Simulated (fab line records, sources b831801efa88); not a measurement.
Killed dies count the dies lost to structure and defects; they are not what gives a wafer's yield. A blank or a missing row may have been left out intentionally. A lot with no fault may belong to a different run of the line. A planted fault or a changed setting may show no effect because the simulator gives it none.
Code-filled problem report in 8D (eight disciplines) form :: flow sky130 :: the parts of the form that need people (team, actions taken, sign-off) are left out

== 1. THE ISSUE ==
CAP2M_TIN_RS at SKY_CAP2M_RS_MEAS_03 reads a mean of 4.27 ohm/sq on 1 wafer of 1 lot; wafers without a fault read 6.94 ohm/sq with a standard deviation of 0.096. Relative to the usual mean, that is a shift of -28 standard deviations.
The step: measures by four-point-probe.
First seen on wafer L883.1, day 44 09:17, on film-metro-04. At this step, 36 wafers from 12 lots have a number in the record. By rule, "out" or "out of limits" means more than 4 standard deviations away from the usual mean. The rest of the wafers with a number are treated as sound.

== 2. WHAT IT IS, AND WHAT IT ISN'T ==
question: which readings at this step
is: CAP2M_TIN_RS
is not: -

question: which lots
is: L883
is not: L867, L868, L869, L871, L872, L873, L875, L877, L878, L879, L890

question: which wafers of those lots
is: L883.1
is not: L883.4, L883.5

question: read on which gauges
is: film-metro-04
is not: film-metro-01, film-metro-02

question: when
is: from day 44 09:17
is not: up to then (32 sound wafers); but 3 sound wafers of L890 came after

== 3. THE SUSPECTS, EACH WITH WHAT RULES IT OUT ==
Counting: if a tool at a process step up to the reading ran every lot that is out, it stays a suspect. Sound lots after the first of them don't rule it out here, since some wafers of a struck lot are sound.
- the gauge at SKY_CAP2M_RS_MEAS_03 has been ruled out. All the wafers that are out were read on film-metro-04, but those of them that SKY_CAP2M_METAL_ETCH_13 has rows for are out there too, on other tools.
- pvd-sputter-03 at SKY_CAP2M_SPUTTER_02 (material TiN, target thk 200 nm, time 166.7 s): kept. It ran the lot that is out, L883 (day 44 09:10); its last sound lot up to then is L879 (day 43 09:10).
After counting, what remains is pvd-sputter-03 at SKY_CAP2M_SPUTTER_02.

== 4. THE CAUSE (what the simulator had put in) ==
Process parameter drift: pvd-sputter-03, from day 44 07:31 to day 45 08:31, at SKY_CAP2M_SPUTTER_02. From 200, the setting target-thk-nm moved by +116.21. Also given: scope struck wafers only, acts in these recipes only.
This tool alone remained once counting was done.

== 5. THE EFFECT CHAIN, in route order ==
Each row: a reading whose mean over the struck wafers that have a number lies more than 3 standard deviations from the usual. Scope: only readings with a usual standard deviation given in the record; hours: median across lots of the time from each lot's start at the first step in this table that gives one to its start at this step; sigmas: change in usual standard deviations.
hours: 0
step: SKY_CAP2M_RS_MEAS_03
reading: CAP2M_TIN_RS
usual: 6.94 ohm/sq
on struck wafers: 4.27
change: -2.67
sigmas: -28

hours: 0
step: SKY_CAP2M_THK_MEAS_04
reading: CAP2M_TIN_THK
usual: 200.1 nm
on struck wafers: 322.2
change: +122.1
sigmas: +45

hours: 22
step: SKY_CAP2M_METAL_ETCH_13
reading: oes-product-au
usual: 0.939 a.u.
on struck wafers: 1.006
change: +0.067
sigmas: +7.6

hours: 22
step: SKY_CAP2M_METAL_ETCH_13
reading: throttle-valve-pct
usual: 21.905 %
on struck wafers: 21.855
change: -0.050
sigmas: -4.5

hours: 127
step: SKY_PAD_OPEN_PROBE_99
reading: defect-limited-yield
usual: 82.3 %
on struck wafers: 0.0
change: -82.3
sigmas: -43

hours: 127
step: SKY_PAD_OPEN_PROBE_99
reading: killed-at-other
usual: 0.3
on struck wafers: 401.0
change: +400.7
sigmas: +99 or more

hours: 127
step: SKY_PAD_OPEN_PROBE_99
reading: killed-dies
usual: 87
on struck wafers: 492
change: +405
sigmas: +44

hours: 127
step: SKY_PAD_OPEN_PROBE_99
reading: killed-on-rim
usual: 17
on struck wafers: 96
change: +79
sigmas: +19

hours: 127
step: SKY_PAD_OPEN_PROBE_99
reading: sort_bin_3_pad_short
usual: 0.9 %
on struck wafers: 81.9
change: +81.0
sigmas: +99 or more

hours: 127
step: SKY_PAD_OPEN_PROBE_99
reading: sort-n-pass
usual: 405
on struck wafers: 0
change: -405
sigmas: -44

hours: 127
step: SKY_PAD_OPEN_PROBE_99
reading: sort-yield-pct
usual: 82.3 %
on struck wafers: 0.0
change: -82.3
sigmas: -43
It contains these process steps:
- SKY_CAP2M_METAL_ETCH_13: etches TiN in Cl2/BCl3, stops on SiO2, target depth 220 nm, time 62.9 s.
- SKY_PAD_OPEN_PROBE_99

== 6. WHAT WOULD HAVE CAUGHT IT SOONER ==
2 hours passed between the start of the fault at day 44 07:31 and the first reading out of limits at a measuring or inspecting step in this record, taken at day 44 09:17.
Tool readings at SKY_CAP2M_SPUTTER_02 with a usual standard deviation given in the record: none out on any struck wafer, hence no alarm at a limit of 4 standard deviations on them.
Lots out: 1; all had begun SKY_CAP2M_SPUTTER_02 on pvd-sputter-03 by day 44 09:17. None of them would have been spared by holding the tool at that moment.
